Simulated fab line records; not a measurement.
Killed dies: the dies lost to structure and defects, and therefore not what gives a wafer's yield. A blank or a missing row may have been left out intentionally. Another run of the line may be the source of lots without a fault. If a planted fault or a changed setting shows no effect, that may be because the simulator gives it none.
Which of the tools did it?	flow sky130	Sampling: 12 lots, 36 wafers, 5 of 708 route steps

WHAT EACH GAUGE READ, for each wafer
SKY_NWELL_TW_MEAS_15. Usual: for NWELL_TW the level is 1827 and the standard deviation is 20.
lot	measured	on	NWELL_TW	flag
L222	day 4 22:18	film-metro-03	1829 1843 1832	
L223	day 5 06:01	film-metro-03	1832 1840 1829	
L224	day 5 23:43	film-metro-02	1821 1803 1812	
L225	day 6 01:42	film-metro-02	1795 1801 1795	
L227	day 6 09:19	film-metro-03	1819 1831 1822	
L230	day 6 23:25	film-metro-01	1850 1854 1855	
L232	day 7 13:21	film-metro-03	1823 1822 1832	
L233	day 7 16:49	film-metro-02	1812 1810 1801	
L235	day 8 04:52	film-metro-02	1824 1818 1811	
L241	day 10 00:58	film-metro-03	1820 1821 1811	
L242	day 10 04:43	film-metro-03	1817 1816 1819	
L243	day 10 04:51	film-metro-02	1801 1810 1808	

SKY_VT_ADJUST_HVTR_CD_MEAS_07 targets a cd of 380 nm. Usual: cd-nm reads 379.2 nm (standard deviation 2.8).
lot	measured	on	cd-nm (nm)	flag
L222	day 9 21:28	cd-sem-02	381.1 382.5 382.5	
L223	day 10 06:21	cd-sem-01	380.9 380.9 382.1	
L224	day 11 03:49	cd-sem-02	379.4 378.8 378.9	
L225	day 11 05:52	cd-sem-02	377.9 377.5 377.8	
L227	day 11 13:55	cd-sem-01	374.0 375.9 374.4	
L230	day 12 09:34	cd-sem-02	379.5 376.2 376.9	
L232	day 13 00:42	cd-sem-01	387.2 387.2 386.8	
L233	day 13 08:13	cd-sem-02	378.1 381.6 378.8	
L235	day 13 22:44	cd-sem-01	382.7 384.4 384.0	
L241	day 16 07:43	cd-sem-01	380.2 376.9 379.6	
L242	day 16 09:50	cd-sem-02	383.6 384.4 384.0	
L243	day 16 10:25	cd-sem-01	378.0 375.1 378.4	

WHAT TOOL EACH LOT RAN ON (gives the tool, then ch and the chambers of the sampled wafers, and finally the start)
lot	SKY_FIELD_ISO_ETCH_14	SKY_FIELD_ISO_ETCH_17	SKY_VT_ADJUST_HVTR_DEVELOP_06
L222	rie-diel-04 ch 1,2,3, day 2 14:31	rie-si-02 ch 0,1,3, day 2 14:43	litho-track-02 ch 0, day 9 21:19
L223	rie-diel-02 ch 0,1,3, day 2 20:55	rie-si-01 ch 0,2,3, day 2 21:07	litho-track-01 ch 0, day 10 06:12
L224	rie-diel-04 ch 1,2, day 3 04:04	rie-si-01 ch 2,3, day 3 04:16	litho-track-03 ch 0, day 11 03:40
L225	rie-diel-02 ch 1,2,3, day 3 08:38	rie-si-01 ch 0,3, day 3 08:50	litho-track-03 ch 0, day 11 05:43
L227	rie-diel-02 ch 0,2,3, day 3 16:50	rie-si-02 ch 0,1,3, day 3 17:02	litho-track-01 ch 0, day 11 13:46
L230	rie-diel-04 ch 1,2,3, day 4 09:55	rie-si-01 ch 0,2, day 4 10:07	litho-track-01 ch 0, day 12 09:25
L232	rie-diel-03 ch 1,2, day 4 20:37	rie-si-01 ch 0,2,3, day 4 20:52	litho-track-01 ch 0, day 13 00:33
L233	rie-diel-03 ch 1,3, day 4 23:34	rie-si-02 ch 0,1,2, day 4 23:46	litho-track-03 ch 0, day 13 08:04
L235	rie-diel-02 ch 2,3, day 5 11:29	rie-si-01 ch 0,1,3, day 5 11:41	litho-track-02 ch 0, day 13 22:36
L241	rie-diel-03 ch 0,2, day 6 18:23	rie-si-01 ch 0,1,3, day 6 18:35	litho-track-03 ch 0, day 16 07:34
L242	rie-diel-04 ch 0,2,3, day 7 00:59	rie-si-01 ch 2,3, day 7 01:11	litho-track-03 ch 0, day 16 09:41
L243	rie-diel-04 ch 0,2, day 7 04:52	rie-si-02 ch 1,2,3, day 7 05:04	litho-track-03 ch 0, day 16 10:16
- SKY_FIELD_ISO_ETCH_14: etches BARC in N2/H2, stops on SiO2, time 45.9 s, target depth 60 nm.
- SKY_FIELD_ISO_ETCH_17: etches Si in HBr/Cl2/O2, target depth 342 nm, time 97.7 s.
- SKY_VT_ADJUST_HVTR_DEVELOP_06: develop time 60 s.

WHAT THE TOOLS THEMSELVES READ (means of the sampled wafers that have a number; where no wafer has one, the mark that the record gives instead)
SKY_FIELD_ISO_ETCH_14. Usual: chamber-pressure-mTorr 30.001 mTorr, standard deviation 0.026; drypump-motor-current-A 5.7 A, standard deviation 0.49; h2-flow-sccm 199.9 sccm, standard deviation 0.65; oes-product-au 0.856 a.u., standard deviation 0.0046; throttle-valve-pct 13.225 %, standard deviation 0.0092.
lot	tool	chamber-pressure-mTorr (mTorr)	drypump-motor-current-A (A)	h2-flow-sccm (sccm)	oes-product-au (a.u.)	throttle-valve-pct (%)	flag
L222	rie-diel-04	30.009	5.6	200.3	0.858	13.224	
L223	rie-diel-02	30.011	5.5	199.5	0.854	13.225	
L224	rie-diel-04	30.007	5.2	200.2	0.856	13.221	
L225	rie-diel-02	29.975	5.9	199.3	0.853	13.223	
L227	rie-diel-02	30.014	5.9	199.7	0.858	13.226	
L230	rie-diel-04	29.985	5.6	200.1	0.851	13.225	
L232	rie-diel-03	30.013	5.6	199.4	0.854	13.219	
L233	rie-diel-03	30.017	5.6	200.2	0.859	13.223	
L235	rie-diel-02	29.996	5.9	199.5	0.854	13.225	
L241	rie-diel-03	29.999	5.8	199.4	0.863	13.224	
L242	rie-diel-04	29.985	6.1	199.6	0.860	13.224	
L243	rie-diel-04	30.005	6.3	199.5	0.858	13.234	

SKY_FIELD_ISO_ETCH_17. Usual: chamber-pressure-mTorr 14.999 mTorr, standard deviation 0.014; drypump-motor-current-A 5.6 A, standard deviation 0.54; oes-product-au 1.001 a.u., standard deviation 0.0081; throttle-valve-pct 25.657 %, standard deviation 0.011.
lot	tool	chamber-pressure-mTorr (mTorr)	drypump-motor-current-A (A)	oes-product-au (a.u.)	throttle-valve-pct (%)	flag
L222	rie-si-02	15.008	6.2	1.001	25.661	
L223	rie-si-01	14.990	5.5	0.999	25.654	
L224	rie-si-01	15.013	5.3	0.989	25.664	
L225	rie-si-01	15.007	5.1	0.997	25.663	
L227	rie-si-02	15.011	6.2	0.996	25.664	
L230	rie-si-01	15.007	5.9	1.007	25.661	
L232	rie-si-01	14.990	5.5	0.995	25.659	
L233	rie-si-02	14.990	5.9	1.005	25.665	
L235	rie-si-01	15.004	5.3	0.999	25.656	
L241	rie-si-01	14.993	5.3	1.002	25.664	
L242	rie-si-01	15.008	5.6	0.996	25.655	
L243	rie-si-02	15.011	5.6	1.005	25.655	

THE ANSWER, worked out from the rows above alone
Rule: take the mean of a lot's wafers that have a number; if it is more than 3 standard deviations from the usual mean, the lot is off. A lot without any number at a reading at which 4 lots or more have one is off too. Any other lot the step has rows for is counted as sound. After the gauges, taken in route order, come the tools' own readings; for these a lot's mean is taken, as printed above. The first step at which some lot is off is used, and at that step the reading that is off furthest; a lot without a number counts as furthest.
No lot is off at any reading shown: from this, nothing can be told.

WHAT THE SIMULATOR PUT IN
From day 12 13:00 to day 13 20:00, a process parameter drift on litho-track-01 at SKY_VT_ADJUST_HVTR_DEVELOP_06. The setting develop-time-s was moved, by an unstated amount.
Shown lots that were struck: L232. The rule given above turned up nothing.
